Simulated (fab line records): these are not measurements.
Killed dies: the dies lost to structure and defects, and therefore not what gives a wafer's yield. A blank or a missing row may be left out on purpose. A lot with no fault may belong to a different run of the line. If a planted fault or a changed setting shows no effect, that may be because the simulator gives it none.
Matching of chambers + flow gf180mcu + 4 sister chambers for GF_V3_CMP_26 on cmp-02
The step polishes, stops on SiO2, t overpolish 15 s, target thk 0 nm. 18 wafers are shown with their chamber, then 8 later ones without.

== WAFERS PAIRED WITH THEIR CHAMBERS ==
| wafer  | chamber | motor_current_A (A) | slurry_filter_dp_kPa (kPa) | overpolish_run_s (s) |
|--------|---------|---------------------|----------------------------|----------------------|
| L176.1 | 1       | 9.8                 | 13.45                      | 15.004               |
| L176.5 | 0       | 12.1                | 13.34                      | 15.005               |
| L176.6 | 3       | 11.1                | 13.55                      | 15.006               |
| L178.1 | 1       | 10.0                | 13.47                      | 14.987               |
| L178.5 | 0       | 12.0                | 13.38                      | 14.998               |
| L178.6 | 3       | 10.8                | 13.58                      | 15.010               |
| L181.1 | 1       | 9.1                 | 13.23                      | 15.003               |
| L181.4 | 2       | 13.7                | 13.35                      | 15.001               |
| L188.2 | 3       | 10.5                | 13.42                      | 15.003               |
| L188.3 | 1       | 9.8                 | 13.51                      | 14.992               |
| L188.5 | 3       | 10.5                | 13.66                      | 14.994               |
| L189.4 | 3       | 11.0                | 13.58                      | 14.995               |
| L189.5 | 0       | 11.3                | 13.46                      | 15.006               |
| L189.6 | 3       | 11.4                | 13.52                      | 14.988               |
| L191.1 | 1       | 9.6                 | 13.45                      | 15.012               |
| L191.2 | 2       | 13.8                | 13.71                      | 14.989               |
| L191.4 | 3       | 10.8                | 13.65                      | 14.994               |
| L192.1 | 0       | 12.0                | 13.34                      | 15.014               |

SIGNATURES, as means of the wafers listed above
| reading              | chamber 0 | chamber 1 | chamber 2 | chamber 3 | scatter within a chamber |
|----------------------|-----------|-----------|-----------|-----------|--------------------------|
| motor_current_A      | 11.850    | 9.660     | 13.750    | 10.871    | 0.33                     |
| slurry_filter_dp_kPa | 13.3800   | 13.4220   | 13.5300   | 13.5657   | 0.108                    |
| overpolish_run_s     | 15.00575  | 14.99960  | 14.99500  | 14.99857  | 0.00834                  |
Rule: for a wafer and a chamber, the distance is found by dividing, reading by reading, the gap between the wafer's reading and the chamber's mean by the reading's scatter, squaring, summing and taking the root. If the next closest chamber is less than 2 further off than the closest, the wafer can't be placed; otherwise it belongs to the closest. How the scatter is found: for the shown wafers, subtract from each reading the mean of its chamber, square and add these, divide the total by (wafers less chambers), then take the root.

== WAFERS MISSING THEIR CHAMBER ==
| wafer  | motor_current_A (A) | slurry_filter_dp_kPa (kPa) | overpolish_run_s (s) |
|--------|---------------------|----------------------------|----------------------|
| L192.2 | 10.0                | 13.53                      | 15.003               |
| L192.4 | 13.4                | 13.55                      | 14.980               |
| L194.2 | 12.9                | 13.56                      | 15.006               |
| L194.4 | 9.6                 | 13.38                      | 14.999               |
| L194.6 | 11.3                | 13.71                      | 14.997               |
| L195.2 | 13.2                | 13.53                      | 15.009               |
| L195.4 | 9.6                 | 13.41                      | 15.009               |
| L195.5 | 9.6                 | 13.37                      | 14.972               |

== WHICH CHAMBER EACH WENT THROUGH ==
| wafer  | from the rows above     | in truth |
|--------|-------------------------|----------|
| L192.2 | can't be placed: 1 or 3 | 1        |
| L192.4 | 2                       | 2        |
| L194.2 | can't be placed: 2 or 0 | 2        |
| L194.4 | 1                       | 1        |
| L194.6 | can't be placed: 3 or 0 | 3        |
| L195.2 | can't be placed: 2 or 0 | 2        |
| L195.4 | 1                       | 1        |
| L195.5 | can't be placed: 1 or 3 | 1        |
Placed correctly: 3 of 8. These rows do not allow placing 5 (true chamber among the candidates in 5). Wrongly placed: 0.
